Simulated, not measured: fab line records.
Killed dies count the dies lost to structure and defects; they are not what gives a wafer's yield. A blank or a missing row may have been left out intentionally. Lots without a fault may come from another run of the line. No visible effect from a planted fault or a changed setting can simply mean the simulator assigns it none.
Struck lot and sound lot, side by side -- flow sky130 -- 32 out of 708 route steps
Sound: these wafers, L959.1, L959.3, L959.6. Struck: wafer L973.2 (L973.3, L973.4, from the same lot, were not struck and are left out); the cause is given at the end.
For every step that has rows: the tool of each side, followed by ch and its chambers, followed by its first start. Under that, the readings that differ: sound wafers -- struck wafers -- difference of the means -- sigmas: that difference in standard deviations of wafers without a fault.
alike: same words and numbers on both sides, and readings whose means sit less than 2 such deviations apart. not compared: any withheld reading, any reading some wafer has no value for, any bound like >300 that may hide the same value, and any number with overlapping values for which the record gives no deviation.
A row with sigmas, a row that says differs or no value, or rows on one side alone: a step with any of these is where the two part. Numbers that have no deviation but don't overlap get no sigmas and don't part them. A reading that every wafer of one side lacks parts them only if that side has two wafers or more.

SKY_CONTACT_ETCH_18: etches Si3N4 in CHF3/O2, stops on TiN, time 39 s, target depth 75 nm.
  sound on rie-diel-01 ch 1,2,3; struck on rie-diel-02 ch 1
  alike: chamber-pressure-mTorr, drypump-motor-current-A, oes-product-au, throttle-valve-pct
  not compared: rf-hours-counter-h
then, 5 steps without rows for these wafers: SKY_CONTACT_STRIP_19 (strips in O2/N2); SKY_CONTACT_STRIP_20 (strips in post etch residue remover, time 1200 s); SKY_CONTACT_CLEAN_21 (cleans in IPA, time 180 s); SKY_CONTACT_CLEAN_22 (cleans in O3/DIW); SKY_CONTACT_SPUTTER_23 (material TiN, target thk 20 nm, time 80 s).
SKY_CONTACT_CVD_24: deposits W, target thk 340 nm, time 102.12 s.
  sound on cvd-w-02 ch 0, day 31 15:53; struck on cvd-w-02 ch 1, day 36 15:05
  alike: chamber-pressure-Torr, heater-power-w
  not compared: since-wet-clean-h
SKY_CONTACT_RS_MEAS_25: uses a four-point probe to measure.
  sound: film-metro-04 at day 31 15:59; struck: film-metro-04 at day 36 15:13
  alike: CONTACT_W_RS
SKY_CONTACT_THK_MEAS_26: measures by xrf.
  sound: film-metro-04 at day 31 16:07; struck: film-metro-04 at day 36 15:19
  alike: CONTACT_W_THK
then, 3 steps without rows for these wafers: SKY_CONTACT_CMP_27 (polishes, stops on SiO2, t overpolish 15 s, target thk 0 nm); SKY_METAL1_SPUTTER_00 (material Ti, target thk 15 nm, time 10 s); SKY_METAL1_SPUTTER_01 (material TiN, target thk 20 nm, time 16.7 s).
SKY_METAL1_SPUTTER_02: material AlCu, target thk 250 nm, time 13.3 s.
  sound: pvd-sputter-02 at day 31 16:31; struck: pvd-sputter-04 at day 36 15:43
reading,sound,struck,difference,sigmas
model.AlCu_of_METAL1_SPUTTER_02.thk-nm (nm),254.8 251 251.4,453.5,+201.1,
  alike: chamber-pressure-pa, throttle-valve-pct
SKY_METAL1_SPUTTER_03: material Ti, target thk 5 nm, time 3.3 s.
  sound: pvd-sputter-02 at day 31 16:33; struck: pvd-sputter-04 at day 36 15:44
  alike: chamber-pressure-pa, throttle-valve-pct
SKY_METAL1_SPUTTER_04: material TiN, target thk 70 nm, time 58.3 s.
  sound: pvd-sputter-02 at day 31 16:34; struck: pvd-sputter-04 at day 36 15:46
  alike: chamber-pressure-pa, throttle-valve-pct
SKY_METAL1_RS_MEAS_05: uses a four-point probe to measure.
  sound: film-metro-02 at day 31 16:37; struck: film-metro-02 at day 36 15:50
reading,sound,struck,difference,sigmas
METAL1_ALCU_RS (ohm/sq),0.1244 0.1261 0.1259,0.0692,-0.0563,-40
SKY_METAL1_THK_MEAS_06: measures by xrf.
  sound: film-metro-02 at day 31 16:44; struck: film-metro-02 at day 36 15:56
reading,sound,struck,difference,sigmas
METAL1_ALCU_THK (nm),259.8 256.6 259.6,463.2,+204.5,+76
then, 8 steps without rows for these wafers: SKY_METAL1_DEHYDRATE_07 (time 60 s); SKY_METAL1_HMDS_08 (prime time 60 s); SKY_METAL1_COAT_09 (resist thk 60 nm); SKY_METAL1_COAT_10 (resist thk 450 nm); SKY_METAL1_SOFTBAKE_11 (time 88.02 s); SKY_METAL1_EXPOSE_12 (exposes mask MM1, target cd 140 nm); SKY_METAL1_PEB_13; SKY_METAL1_DEVELOP_14 (develop time 60 s).
SKY_METAL1_CD_MEAS_15 targets a cd of 140 nm.
  sound: cd-sem-02 at day 32 18:59; struck: cd-sem-02 at day 37 17:50
  alike: cd-nm
SKY_METAL1_OVL_MEAS_16:
  sound: overlay-02 at day 32 19:07; struck: overlay-01 at day 37 17:56
reading,sound,struck,difference,sigmas
METAL1_OVL (nm),-4 -6 -3,-14,-10,-2
SKY_METAL1_DESCUM_17: chemistry O2, time 8 s.
  sound on rie-metal-04 ch 0,1, day 32 19:09; struck on rie-metal-01 ch 0, day 37 17:58
reading,sound,struck,difference,sigmas
temp-c (C),40.10 40.06 39.98,39.79,-0.26,-2
  alike: chamber-pressure-mTorr, drypump-motor-current-A, oes-product-au
  not compared: rf-hours-counter-h
then, 1 step without rows for these wafers: SKY_METAL1_ETCH_18 (etches BARC in N2/H2, stops on SiO2, time 45.9 s, target depth 60 nm).
SKY_METAL1_METAL_ETCH_19: etches the open film in Cl2/BCl3, stops on SiO2, target depth 360 nm, time 78 s.
  sound on rie-metal-04 ch 0,1, day 32 19:14; struck on rie-metal-01 ch 0, day 37 18:04
reading,sound,struck,difference,sigmas
oes-product-au (a.u.),0.863 0.852 0.857,0.991,+0.134,+23
  alike: chamber-pressure-mTorr, drypump-motor-current-A, throttle-valve-pct
  not compared: rf-hours-counter-h
then, 1 step without rows for these wafers: SKY_METAL1_STRIP_20 (strips in O2/N2).
-- the record jumps here: 12 days lie between the struck wafers' starts before and after (it left off in module METAL1 and takes up again in module PAD_OPEN, whose first step shown is number 708 of the route) --
SKY_PAD_OPEN_PROBE_99:
  sound: prober-01 at day 45 16:46; struck: prober-01 at day 49 10:24
reading,sound,struck,difference,sigmas
defect-limited-yield (%),81.1 81.7 79.5,0,-81,-48
killed_at_M0_to_M3,43 49 44,452,+407,+59
killed-dies,93 90 101,492,+397,+47
killed-on-rim,18 15 20,96,+78,+19
sort_bin_5_function (%),11.4 11.4 14.2,92.7,+80.4,+54
sort-n-pass,399 402 391,0,-397,-47
sort-yield-pct (%),81.1 81.7 79.5,0,-81,-48
  alike: killed_at_M4_up, killed-at-contacts, killed-at-front-end, killed-at-other, killed-open, killed-short, sort_bin_3_pad_short, sort_bin_6_memory

## WHERE THEY PART
Earliest at SKY_METAL1_RS_MEAS_05; latest, in this record, at SKY_PAD_OPEN_PROBE_99.

WHY: what the simulator had put in
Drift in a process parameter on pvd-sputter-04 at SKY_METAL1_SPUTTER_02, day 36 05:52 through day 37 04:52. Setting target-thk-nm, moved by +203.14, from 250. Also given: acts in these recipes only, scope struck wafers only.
